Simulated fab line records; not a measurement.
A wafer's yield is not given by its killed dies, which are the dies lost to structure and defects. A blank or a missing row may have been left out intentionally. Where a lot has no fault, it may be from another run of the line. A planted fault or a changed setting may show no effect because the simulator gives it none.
fab line records ; flow sky130
record lots=6; wafers=18; lastDay=50
route steps=708 shown VIA1@461 PAD_OPEN@708
lots with no fault: from the same line, run without faults
startH: start of the lot's first displayed wafer, in hours after the record's first day ; waitH: hours elapsed since this lot's preceding step ; " unchanged from the row above ; L1.1+2: one row covering several wafers at once ; - no value, or no start given ; * or withheld: withheld ; < > ~ a bound
route shown NAME@n: NAME is a module with steps in the file, n the number in the route of the first one ; usual: mean/standard deviation of fault-free wafers ; same: alike in all rows ; chamber/n: place in a boat ; sites: per-site readings ; _std_site: the standard deviation of these ; _edge_site: mean of outer sites minus mean of inner sites ; radiusMm: how far each site lies from the wafer's centre ; mask NAME#n: copy n ; behind: tool/chamber where the wafer was last shaped ; hold: cause of the lot's hold/its duration in hours/its outcome ; device: transistor that didn't switch, given as n, p or np ; end of line: the route-end tests of the same wafers ; a step without rows: its recipe alone ; killed: at the first sort, the dies lost to defects and structure; wafer yield is something else ; map: the dies of a wafer, with x for killed, . for not killed, _ for no die there
set.NAME: the setting that was run; set.NAME@STEP: the one run at that earlier step ; model.NAME: the simulator's own value behind a step, which no gauge read
lots at some steps of the route; a table a step, a row a wafer
services: the hour from which a tool's chamber was out of use, counted from the record's first day as startH (under 0 if before that day), plus the number of hours and why
## steps
# step SKY_VIA1_BOW_MEAS_03
# recipe mode=bow
# usual VIA1_BOW=83/6.9
lot.wafer;tool;chamber;startH;waitH;VIA1_BOW[um]
L437.2;filmMetro-02;-;755.32;0.2;77
L437.3;filmMetro-02;-;755.32;0.2;76
L437.5;filmMetro-02;-;755.32;0.2;83
L440.2;filmMetro-04;-;785.05;0.2;81
L440.3;filmMetro-04;-;785.05;0.2;80
L440.4;filmMetro-04;-;785.05;0.2;83
L450.4;filmMetro-03;-;857.94;0.3;71
L450.5;filmMetro-03;-;857.94;0.3;66
L450.6;filmMetro-03;-;857.94;0.3;78
L449.1;filmMetro-02;-;864.10;0.2;82
L449.5;filmMetro-02;-;864.10;0.2;75
L449.6;filmMetro-02;-;864.10;0.2;82
L455.2;filmMetro-02;-;929.26;0.1;80
L455.3;filmMetro-02;-;929.26;0.1;81
L455.5;filmMetro-02;-;929.26;0.1;79
L458.1;filmMetro-04;-;929.59;0.2;78
L458.2;filmMetro-04;-;929.59;0.2;94
L458.6;filmMetro-04;-;929.59;0.2;82
# step SKY_VIA1_DEHYDRATE_04
# recipe tempC=200; timeS=60
# step SKY_VIA1_HMDS_05
# recipe primeTimeS=60; primeTempC=120
# step SKY_VIA1_COAT_06
# recipe resist=BARC; tempC=withheld; timeS=withheld; spinRpm=3000; resistThkNm=60
# step SKY_VIA1_COAT_07
# recipe resist=KrF-thick; spinRpm=3000; resistThkNm=450
# step SKY_VIA1_SOFTBAKE_08
# recipe tempC=100; timeS=90; resist=KrF-thick
# step SKY_VIA1_EXPOSE_09
# recipe maskId=VIM; na=0.8; sourceShape=annular; sigmaInner=0.55; sigmaOuter=0.85; targetCdNm=150; doseMj=38
# step SKY_VIA1_PEB_10
# recipe pebTempC=withheld; pebTimeS=withheld; resist=KrF-thick
# step SKY_VIA1_DEVELOP_11
# recipe developTimeS=60; resist=KrF-thick; devTempC=21
# step SKY_VIA1_CD_MEAS_12
# recipe targetCdNm=150
# usual cdNm=149.7/1.8
lot.wafer;tool;chamber;startH;waitH;cdNm
L437.2;cdSem-01;-;781.58;-;148.9
L437.3;cdSem-01;-;781.58;-;149.4
L437.5;cdSem-01;-;781.58;-;147.2
L440.2;cdSem-01;-;812.31;-;150.4
L440.3;cdSem-01;-;812.31;-;150.6
L440.4;cdSem-01;-;812.31;-;149.5
L450.4;cdSem-02;-;884.28;-;150.7
L450.5;cdSem-02;-;884.28;-;149.4
L450.6;cdSem-02;-;884.28;-;149.5
L449.1;cdSem-01;-;891.17;-;149.3
L449.5;cdSem-01;-;891.17;-;148.6
L449.6;cdSem-01;-;891.17;-;148.0
L455.2;cdSem-02;-;954.19;-;149.4
L455.3;cdSem-02;-;954.19;-;149.0
L455.5;cdSem-02;-;954.19;-;148.9
L458.1;cdSem-02;-;954.34;-;151.3
L458.2;cdSem-02;-;954.34;-;150.3
L458.6;cdSem-02;-;954.34;-;150.3
# step SKY_VIA1_OVL_MEAS_13
# usual VIA1_OVL=0/5.7
lot.wafer;tool;chamber;startH;waitH;VIA1_OVL[nm]
L437.2;overlay-02;-;781.69;0.1;-10
L437.3;overlay-02;-;781.69;0.1;-2
L437.5;overlay-02;-;781.69;0.1;-12
L440.2;overlay-02;-;812.41;0.1;7
L440.3;overlay-02;-;812.41;0.1;8
L440.4;overlay-02;-;812.41;0.1;-1
L450.4;overlay-02;-;884.36;0.1;-11
L450.5;overlay-02;-;884.36;0.1;-9
L450.6;overlay-02;-;884.36;0.1;-8
L449.1;overlay-01;-;891.29;0.1;4
L449.5;overlay-01;-;891.29;0.1;12
L449.6;overlay-01;-;891.29;0.1;6
L455.2;overlay-01;-;954.29;0.1;-2
L455.3;overlay-01;-;954.29;0.1;6
L455.5;overlay-01;-;954.29;0.1;7
L458.1;overlay-01;-;954.46;0.1;5
L458.2;overlay-01;-;954.46;0.1;-4
L458.6;overlay-01;-;954.46;0.1;-2
# step SKY_VIA1_ETCH_14
# recipe chemistry=N2/H2; target=BARC; ionEnergyEv=200; sourceW=500; biasW=100; pressureMtorr=30; n2FlowSccm=100; h2FlowSccm=200; stopOn=SiO2; timeS=45.9; targetDepthA=600
# usual drypumpMotorCurrentA=5.72/0.24; oesProductAu=0.855/0.005; throttleValvePct=13.225/0.0086
lot.wafer;tool;chamber;startH;waitH;drypumpMotorCurrentA;oesProductAu;rfHoursCounterH;throttleValvePct
L437.2;rieDiel-01;0;781.72;0.0;6.03;0.849;32;13.228
L437.3;rieDiel-01;3;781.72;0.0;5.20;0.852;1;13.217
L437.5;rieDiel-01;2;781.72;0.0;5.92;0.851;-;13.223
L440.2;rieDiel-04;2;812.44;0.0;5.60;0.847;10;13.229
L440.3;rieDiel-04;1;812.44;0.0;5.49;0.857;12;13.232
L440.4;rieDiel-04;3;812.44;0.0;5.81;0.848;23;13.219
L450.4;rieDiel-04;1;884.38;0.0;5.47;0.845;14;13.215
L450.5;rieDiel-04;3;884.38;0.0;5.78;0.858;-;13.220
L450.6;rieDiel-04;2;884.38;0.0;5.59;0.850;-;13.225
L449.1;rieDiel-04;3;891.32;0.0;5.84;0.852;26;13.249
L449.5;rieDiel-04;2;891.32;0.0;5.59;0.852;-;13.232
L449.6;rieDiel-04;1;891.32;0.0;5.48;0.853;-;13.211
L455.2;rieDiel-01;0;954.32;0.0;5.98;0.864;3;13.227
L455.3;rieDiel-01;3;954.32;0.0;5.19;0.847;7;13.225
L455.5;rieDiel-01;3;954.32;0.0;5.18;0.856;-;13.226
L458.1;rieDiel-03;1;954.49;0.0;5.84;0.858;19;13.219
L458.2;rieDiel-03;3;954.49;0.0;5.90;0.857;12;13.219
L458.6;rieDiel-03;3;954.49;0.0;5.90;0.847;-;13.226
# step SKY_VIA1_ETCH_15
# recipe target=SiO2; chemistry=C4F8/O2/Ar; targetDepthNm=351; stopOn=TiN; maskMaterial=KrF-thick; sourceW=1500; biasW=1200; pressureMtorr=40; c4f8FlowSccm=withheld; O2_flow_sccm=6; Ar_flow_sccm=300; timeS=54
# usual oesProductAu=0.981/0.0063
lot.wafer;tool;chamber;startH;waitH;oesProductAu;model.KrF-thick_of_VIA1_COAT_07.thkNm;model.VIA1.featureDepthNm;model.TiN_of_METAL1_SPUTTER_04.thkNm
L437.2;rieDiel-01;0;781.76;0.0;0.978;326.4;346.1;69.7
L437.3;rieDiel-01;3;781.76;0.0;0.988;323.5;347.4;70.67
L437.5;rieDiel-01;2;781.76;0.0;0.989;325.2;346.2;70.05
L440.2;rieDiel-04;2;812.48;0.0;0.979;322.6;345.1;68.69
L440.3;rieDiel-04;1;812.48;0.0;0.978;321.1;345.9;69.17
L440.4;rieDiel-04;3;812.48;0.0;0.983;325.1;345.4;69.28
L450.4;rieDiel-04;1;884.42;0.0;0.996;276.1;353.3;61.58
L450.5;rieDiel-04;3;884.42;0.0;0.996;282.3;353.1;62.25
L450.6;rieDiel-04;2;884.42;0.0;0.975;279.4;350.5;62.61
L449.1;rieDiel-04;3;891.36;0.0;0.996;279;352.8;61.24
L449.5;rieDiel-04;2;891.36;0.0;0.987;277.1;354.4;61.35
L449.6;rieDiel-04;1;891.36;0.0;0.991;274.3;351.3;61.39
L455.2;rieDiel-01;0;954.36;0.0;0.995;321.9;345.3;70.84
L455.3;rieDiel-01;3;954.36;0.0;0.975;324.2;346.2;70.52
L455.5;rieDiel-01;3;954.36;0.0;0.988;324;346.7;70.78
L458.1;rieDiel-03;1;954.54;0.0;0.979;324.8;345.4;69.03
L458.2;rieDiel-03;3;954.54;0.0;0.983;325.6;343.8;69.46
L458.6;rieDiel-03;3;954.54;0.0;0.982;325.6;345.9;68.78
# step SKY_VIA1_STRIP_16
# recipe chemistry=O2/N2; powerW=1400; pressureMtorr=1500; platenTempC=withheld; o2FlowSccm=3000; n2FlowSccm=300; overashFraction=0.5
# usual drypumpMotorCurrentA=5.7/0.42; oesProductAu=0.416/0.0048; stripTimeToEndpointS=4.461/0.02
lot.wafer;tool;chamber;startH;waitH;drypumpMotorCurrentA;oesProductAu;rfHoursCounterH;stripTimeToEndpointS
L437.2;plasmaAsher-01;1;781.81;0.0;4.9;0.419;3;4.499
L437.3;plasmaAsher-01;0;781.81;0.0;5.6;0.427;-;4.465
L437.5;plasmaAsher-01;1;781.81;0.0;4.9;0.417;-;4.483
L440.2;plasmaAsher-03;0;812.53;0.0;5.9;0.417;96;4.452
L440.3;plasmaAsher-03;0;812.53;0.0;5.8;0.418;-;4.460
L440.4;plasmaAsher-03;1;812.53;0.0;5.7;0.420;-;4.495
L450.4;plasmaAsher-02;0;884.50;0.1;6.0;0.391;-;3.971
L450.5;plasmaAsher-02;0;884.50;0.1;6.0;0.397;-;4.024
L450.6;plasmaAsher-02;1;884.50;0.1;6.0;0.399;-;4.002
L449.1;plasmaAsher-01;1;891.41;0.0;4.9;0.399;12;4.026
L449.5;plasmaAsher-01;1;891.41;0.0;4.9;0.402;-;3.983
L449.6;plasmaAsher-01;0;891.41;0.0;5.6;0.402;-;3.970
L455.2;plasmaAsher-01;1;954.41;0.0;4.9;0.407;19;4.461
L455.3;plasmaAsher-01;1;954.41;0.0;4.9;0.411;-;4.483
L455.5;plasmaAsher-01;1;954.41;0.0;4.9;0.423;-;4.473
L458.1;plasmaAsher-01;1;954.58;0.0;4.9;0.418;19;4.498
L458.2;plasmaAsher-01;0;954.58;0.0;5.6;0.420;19;4.497
L458.6;plasmaAsher-01;1;954.58;0.0;4.9;0.422;-;4.486
# step SKY_VIA1_STRIP_17
# recipe chemistry=postEtchResidueRemover; timeS=1200; tempC=72.5
# step SKY_PAD_OPEN_PROBE_99
# usual defectLimitedYield=82.8/1.7; killed_at_M0_to_M3=43/6.2; killed_at_M4_up=2.8/1.7; killedAtContacts=24/4.8; killedAtFrontEnd=15/4.3; killedAtOther=0.3/0.55; killedDies=85/8.4; killedOpen=46/6.7; killedShort=38/6.2; sort_bin_3_pad_short=0.9/0.46; sort_bin_5_function=10.2/1.3; sort_bin_6_memory=6.1/0.9; sortNPass=407/8.4; sortYieldPct=82.8/1.7
# same grossDies=492; killedAtBackSide=0; sort_bin_4_leakage[%]=0; sort_bin_8_speed[%]=0
lot.wafer;tool;chamber;startH;waitH;defectLimitedYield[%];killed_at_M0_to_M3;killed_at_M4_up;killedAtContacts;killedAtFrontEnd;killedAtOther;killedDies;killedOpen;killedShort;sort_bin_3_pad_short[%];sort_bin_5_function[%];sort_bin_6_memory[%];sortNPass;sortYieldPct[%]
L437.2;prober-01;-;1067.50;0.1;81.5;49;2;27;13;0;91;50;41;1.4;11.4;5.7;401;81.5
L437.3;prober-01;-;1067.55;0.2;85.4;40;1;20;11;0;72;44;28;0.8;8.5;5.3;420;85.4
L437.5;prober-01;-;1067.65;0.2;81.1;45;3;22;23;0;93;55;38;1.0;10.2;7.7;399;81.1
L449.1;prober-02;-;1146.06;0.1;83.9;41;0;23;14;1;79;40;39;0.4;8.1;7.5;413;83.9
L449.5;prober-02;-;1146.26;0.2;84.3;45;1;24;7;0;77;37;40;0.6;8.9;6.1;415;84.3
L449.6;prober-02;-;1146.31;0.2;82.3;43;3;26;14;1;87;52;34;0.4;11.6;5.7;405;82.3
# killed by level:class
L437.2 VIA1:geometricParticle:open=13 CONTACT:geometricParticle:open=10 VIA1:geometricParticle:short=9 VIA3:geometricParticle:open=9 CONTACT:geometricParticle:short=7 FIELD_ISO:geometricParticle:short=4 VIA2:geometricParticle:open=4 LI_CONTACT:geometricParticle:open=4
L437.3 VIA1:geometricParticle:open=13 CONTACT:geometricParticle:open=8 VIA2:geometricParticle:open=5 FIELD_ISO:geometricParticle:open=4 LI_CONTACT:geometricParticle:open=4 METAL3:geometricParticle:short=4 CONTACT:geometricParticle:short=4 METAL2:geometricParticle:short=4
L437.5 VIA1:geometricParticle:open=9 VIA3:geometricParticle:open=8 LI_CONTACT:geometricParticle:open=7 CONTACT:geometricParticle:open=7 VIA2:geometricParticle:open=7 FIELD_ISO:geometricParticle:short=6 POLY_GATE:geometricParticle:open=6 METAL2:geometricParticle:short=6
L449.1 VIA1:geometricParticle:open=9 METAL2:geometricParticle:short=8 LI_CONTACT:geometricParticle:open=7 CONTACT:geometricParticle:short=5 LI_CONTACT:geometricParticle:short=4 METAL1:geometricParticle:short=4 VIA2:geometricParticle:open=4 VIA3:geometricParticle:open=4
L449.5 METAL1:geometricParticle:short=11 VIA1:geometricParticle:open=10 CONTACT:geometricParticle:short=8 CONTACT:geometricParticle:open=7 VIA1:geometricParticle:short=7 VIA3:geometricParticle:open=6 LI_CONTACT:geometricParticle:open=5 METAL2:geometricParticle:short=5
L449.6 LI_CONTACT:geometricParticle:open=11 VIA2:geometricParticle:open=9 VIA1:geometricParticle:open=8 CONTACT:geometricParticle:open=7 VIA3:geometricParticle:open=6 METAL1:geometricParticle:short=6 FIELD_ISO:geometricParticle:open=5 FIELD_ISO:geometricParticle:short=5
## services
tool;chamber;startH;hours;kind
rieDiel-01;-;791.66;0.1;repair
plasmaAsher-01;-;807.45;15.6;pm
rieDiel-01;1;815.86;2.4;repair
rieDiel-01;0;820.78;-;clean
rieDiel-01;0;820.78;13.6;scheduledDown
rieDiel-01;0;820.78;13.6;ventCycle
rieDiel-04;2;831.20;14.3;repair
plasmaAsher-01;-;834.36;1.3;repair
rieDiel-03;1;869.69;19.0;repair
rieDiel-04;3;926.89;-;clean
rieDiel-04;3;926.89;19.7;scheduledDown
rieDiel-04;3;926.89;19.7;ventCycle
rieDiel-01;2;942.90;8.1;repair
plasmaAsher-03;-;952.13;2.9;repair
## key
firstSign step=SKY_VIA1_ETCH_15; reading=oesProductAu; direction=up; sigmas=1.4; usual=0.981; struck=0.990
effect step=SKY_VIA1_STRIP_16; reading=stripTimeToEndpointS; direction=down; sigmas=23; usual=*; struck=*
modelEffect step=SKY_VIA1_ETCH_15; value=KrF-thick_of_VIA1_COAT_07.thkNm; without=322.5; struck=278
metAt SKY_VIA1_ETCH_15
struckWafers L449.1,L449.5,L449.6,L450.4,L450.5,L450.6
onsetBetween 812.48 884.42
alsoFits SKY_VIA1_ETCH_14:rieDiel-04
fault kind=processParameterDrift; tool=rieDiel-04; chamber=-; onsetH=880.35; steps=SKY_VIA1_ETCH_15; channel=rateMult; offset=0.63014; shape=step; endH=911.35
